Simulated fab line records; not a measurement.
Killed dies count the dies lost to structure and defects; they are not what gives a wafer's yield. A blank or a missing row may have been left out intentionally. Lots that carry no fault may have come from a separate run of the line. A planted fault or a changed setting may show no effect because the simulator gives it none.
The tool behind it: which one? + flow sky130 + 14 lots with 42 wafers sampled at 4 steps, on a route of 708 steps

== WHAT EACH GAUGE READ, for each wafer ==
SKY_DNWELL_TW_MEAS_09.
| lot  | measured    | on           | DNWELL_TW      |
|------|-------------|--------------|----------------|
| L581 | day 3 07:52 | filmMetro-03 | 1149 1138 1148 |
| L582 | day 3 12:19 | filmMetro-03 | 1138 1136 1132 |
| L583 | day 3 16:16 | filmMetro-03 | 1133 1138 1135 |
| L584 | day 3 23:51 | filmMetro-03 | 1130 1135 1132 |
| L585 | day 4 04:16 | filmMetro-01 | 1099 1091 1091 |
| L586 | day 4 08:12 | filmMetro-03 | 1134 1129 1131 |
| L591 | day 5 10:47 | filmMetro-01 | 1102 1108 1107 |
| L593 | day 5 20:49 | filmMetro-03 | 1134 1146 1135 |
| L594 | day 6 00:27 | filmMetro-03 | 1133 1130 1129 |
| L596 | day 6 19:43 | filmMetro-01 | 1112 1102 1109 |
| L597 | day 6 20:16 | filmMetro-02 | 1107 1105 1101 |
| L600 | day 7 11:45 | filmMetro-01 | 1111 1113 1104 |
| L603 | day 8 03:25 | filmMetro-03 | 1132 1128 1132 |
| L604 | day 8 07:10 | filmMetro-02 | 1109 1108 1108 |

SKY_LI_CONTACT_THK_MEAS_23: measures by xrf.
| lot  | measured     | on           | LI_CONTACT_W_THK (nm) |
|------|--------------|--------------|-----------------------|
| L581 | day 29 08:47 | filmMetro-04 | 408 419 416           |
| L582 | day 29 14:31 | filmMetro-02 | 419 417 416           |
| L583 | day 29 22:19 | filmMetro-04 | 410 407 409           |
| L584 | day 30 04:14 | filmMetro-01 | 415 420 419           |
| L585 | day 30 17:13 | filmMetro-02 | 411 416 410           |
| L586 | day 30 21:49 | filmMetro-04 | 421 420 421           |
| L591 | day 32 15:46 | filmMetro-04 | 415 421 413           |
| L593 | day 33 05:58 | filmMetro-02 | 410 414 404           |
| L594 | day 33 09:55 | filmMetro-04 | 418 417 423           |
| L596 | day 34 15:29 | filmMetro-01 | 400 396 400           |
| L597 | day 34 16:06 | filmMetro-01 | 411 416 413           |
| L600 | day 35 10:08 | filmMetro-01 | 419 410 415           |
| L603 | day 36 05:32 | filmMetro-04 | 415 418 424           |
| L604 | day 36 07:53 | filmMetro-02 | 407 407 420           |

== EACH LOT AND THE TOOL THAT RAN IT (in order: tool; ch and the chambers of the sampled wafers; start) ==
| lot  | SKY_GATE_OXIDE_CLEAN_00        | SKY_LI_CONTACT_SPUTTER_19   |
|------|--------------------------------|-----------------------------|
| L581 | wetBench-04 ch 2, day 12 19:24 | pvdSputter-04, day 29 08:25 |
| L582 | wetBench-03 ch 3, day 12 23:34 | pvdSputter-02, day 29 14:06 |
| L583 | wetBench-01 ch 2, day 13 08:11 | pvdSputter-04, day 29 21:55 |
| L584 | wetBench-04 ch 2, day 13 16:08 | pvdSputter-01, day 30 03:52 |
| L585 | wetBench-01 ch 3, day 13 23:43 | pvdSputter-04, day 30 16:50 |
| L586 | wetBench-04 ch 3, day 14 06:22 | pvdSputter-02, day 30 21:26 |
| L591 | wetBench-03 ch 1, day 15 22:58 | pvdSputter-02, day 32 15:22 |
| L593 | wetBench-03 ch 3, day 16 16:35 | pvdSputter-01, day 33 05:35 |
| L594 | wetBench-03 ch 1, day 16 21:38 | pvdSputter-01, day 33 09:31 |
| L596 | wetBench-04 ch 2, day 18 03:56 | pvdSputter-04, day 34 15:05 |
| L597 | wetBench-04 ch 2, day 18 04:28 | pvdSputter-01, day 34 15:42 |
| L600 | wetBench-01 ch 3, day 19 02:38 | pvdSputter-04, day 35 09:46 |
| L603 | wetBench-01 ch 2, day 20 05:49 | pvdSputter-01, day 36 05:08 |
| L604 | wetBench-03 ch 0, day 20 09:33 | pvdSputter-01, day 36 07:29 |
- SKY_GATE_OXIDE_CLEAN_00: cleans in SC1/SC2, time 150 s.
- SKY_LI_CONTACT_SPUTTER_19: material Ti, target thk 20 nm, time 106.37 s.

== WHAT THE TOOLS THEMSELVES READ (means of the sampled wafers that have a number; where no wafer has one, the mark that the record gives instead) ==
SKY_GATE_OXIDE_CLEAN_00.
| lot  | tool        | runLengthS (s) |
|------|-------------|----------------|
| L581 | wetBench-04 | 175            |
| L582 | wetBench-03 | 177            |
| L583 | wetBench-01 | 176            |
| L584 | wetBench-04 | 174            |
| L585 | wetBench-01 | 175            |
| L586 | wetBench-04 | 176            |
| L591 | wetBench-03 | 182            |
| L593 | wetBench-03 | 105            |
| L594 | wetBench-03 | 110            |
| L596 | wetBench-04 | 176            |
| L597 | wetBench-04 | 175            |
| L600 | wetBench-01 | 175            |
| L603 | wetBench-01 | 176            |
| L604 | wetBench-03 | 175            |

SKY_LI_CONTACT_SPUTTER_19.
| lot  | tool          | throttleValvePct (%) |
|------|---------------|----------------------|
| L581 | pvdSputter-04 | 30.3                 |
| L582 | pvdSputter-02 | 31.1                 |
| L583 | pvdSputter-04 | 30.8                 |
| L584 | pvdSputter-01 | 29.8                 |
| L585 | pvdSputter-04 | 30.3                 |
| L586 | pvdSputter-02 | 30.4                 |
| L591 | pvdSputter-02 | 30.4                 |
| L593 | pvdSputter-01 | 30.5                 |
| L594 | pvdSputter-01 | 30.5                 |
| L596 | pvdSputter-04 | 30.3                 |
| L597 | pvdSputter-01 | 30.0                 |
| L600 | pvdSputter-04 | 30.1                 |
| L603 | pvdSputter-01 | 31.2                 |
| L604 | pvdSputter-01 | 30.7                 |

== THE ANSWER, worked out from the rows above alone ==
Rule: usual is defined by the lots themselves. Put in order of their means at a reading, lots are off if they are a third of the lots or fewer, leave a main group of 4 or more, and stand apart from it by a gap of 3 or more times the standard deviation of the main group's means; of several such gaps the widest counts. If all means in a main group match to the digits the tables above print for the reading, that group is not used. A lot without any number at a reading at which 4 lots or more have one is off too. Any other lot the step has rows for is counted as sound. First the gauges in route order, then the tools' own readings, where a lot's mean is used as printed above. At the first step where some lot is off, the reading lying furthest off is the one used; lots without a number count as furthest.
Off, at SKY_GATE_OXIDE_CLEAN_00 on runLengthS: L593, L594. The main group has a mean of 176 s with a standard deviation of 2.
If a tool, at that step or one of the process steps before it, ran each lot that is off and ran no sound lot following the first of them, it fits. Not one of the candidates tried fits.

== WHAT THE SIMULATOR HAD PUT IN ==
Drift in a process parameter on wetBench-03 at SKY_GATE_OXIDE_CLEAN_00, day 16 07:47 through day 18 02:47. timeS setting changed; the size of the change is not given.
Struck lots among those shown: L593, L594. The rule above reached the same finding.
